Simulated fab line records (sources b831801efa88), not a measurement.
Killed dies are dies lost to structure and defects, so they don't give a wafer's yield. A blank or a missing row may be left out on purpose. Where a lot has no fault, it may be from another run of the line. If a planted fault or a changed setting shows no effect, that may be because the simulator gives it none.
Matching of chambers :: flow sfqLine :: 4 sister chambers for SFQ_TRILAYER_I0_VIA_BARC_OPEN_VIA_ETCH_046 on rieDiel-02
The step etches BARC in O2, target depth 125 nm, time 41.7 s. 8 wafers are shown with their chamber, then 8 later ones without.

== EACH WAFER AND ITS CHAMBER ==
wafer: L678.1
chamber: 3
drypumpMotorCurrentA (A): 5.8
runLengthS (s): 69.9

wafer: L679.5
chamber: 0
drypumpMotorCurrentA (A): 5.5
runLengthS (s): 70.7

wafer: L683.1
chamber: 3
drypumpMotorCurrentA (A): 5.8
runLengthS (s): 69.7

wafer: L683.3
chamber: 1
drypumpMotorCurrentA (A): 5.8
runLengthS (s): 70.4

wafer: L683.4
chamber: 2
drypumpMotorCurrentA (A): 5.6
runLengthS (s): 70.1

wafer: L684.1
chamber: 1
drypumpMotorCurrentA (A): 5.7
runLengthS (s): 70.4

wafer: L684.2
chamber: 0
drypumpMotorCurrentA (A): 5.5
runLengthS (s): 70.7

wafer: L684.3
chamber: 2
drypumpMotorCurrentA (A): 5.5
runLengthS (s): 70.0

== WAFERS WITH NO CHAMBER GIVEN ==
wafer: L687.2
drypumpMotorCurrentA (A): 5.6
runLengthS (s): 69.8

wafer: L688.2
drypumpMotorCurrentA (A): 5.5
runLengthS (s): 69.9

wafer: L695.1
drypumpMotorCurrentA (A): 5.7
runLengthS (s): 70.7

wafer: L695.2
drypumpMotorCurrentA (A): 5.8
runLengthS (s): 69.9

wafer: L695.5
drypumpMotorCurrentA (A): 5.5
runLengthS (s): 70.6

wafer: L698.2
drypumpMotorCurrentA (A): 5.8
runLengthS (s): 69.6

wafer: L698.3
drypumpMotorCurrentA (A): 5.5
runLengthS (s): 70.9

wafer: L698.6
drypumpMotorCurrentA (A): 5.8
runLengthS (s): 69.9

== EACH ONE'S CHAMBER ==
wafer: L687.2
from the rows above: can't be placed: 2 or 3
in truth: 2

wafer: L688.2
from the rows above: 2
in truth: 2

wafer: L695.1
from the rows above: can't be placed: 1 or 0
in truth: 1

wafer: L695.2
from the rows above: 3
in truth: 3

wafer: L695.5
from the rows above: 0
in truth: 0

wafer: L698.2
from the rows above: 3
in truth: 3

wafer: L698.3
from the rows above: 0
in truth: 0

wafer: L698.6
from the rows above: 3
in truth: 3
Correct placement for 6 of the 8. Not placeable from these rows: 2 (in 2, the candidates include the true chamber). Number placed wrongly: 0.
How it was worked out, from the rows above alone: a wafer's distance from a chamber is the root of the sum, over the readings, of the square of ((its reading less the chamber's mean) divided by the reading's scatter). The wafer belongs to the nearest chamber; if the next one is less than 2 further off, it can't be placed. A chamber's mean is the mean of its shown wafers. The scatter is the square root of a quotient: the sum, over the shown wafers, of each reading's squared deviation from its chamber's mean, divided by wafers minus chambers.
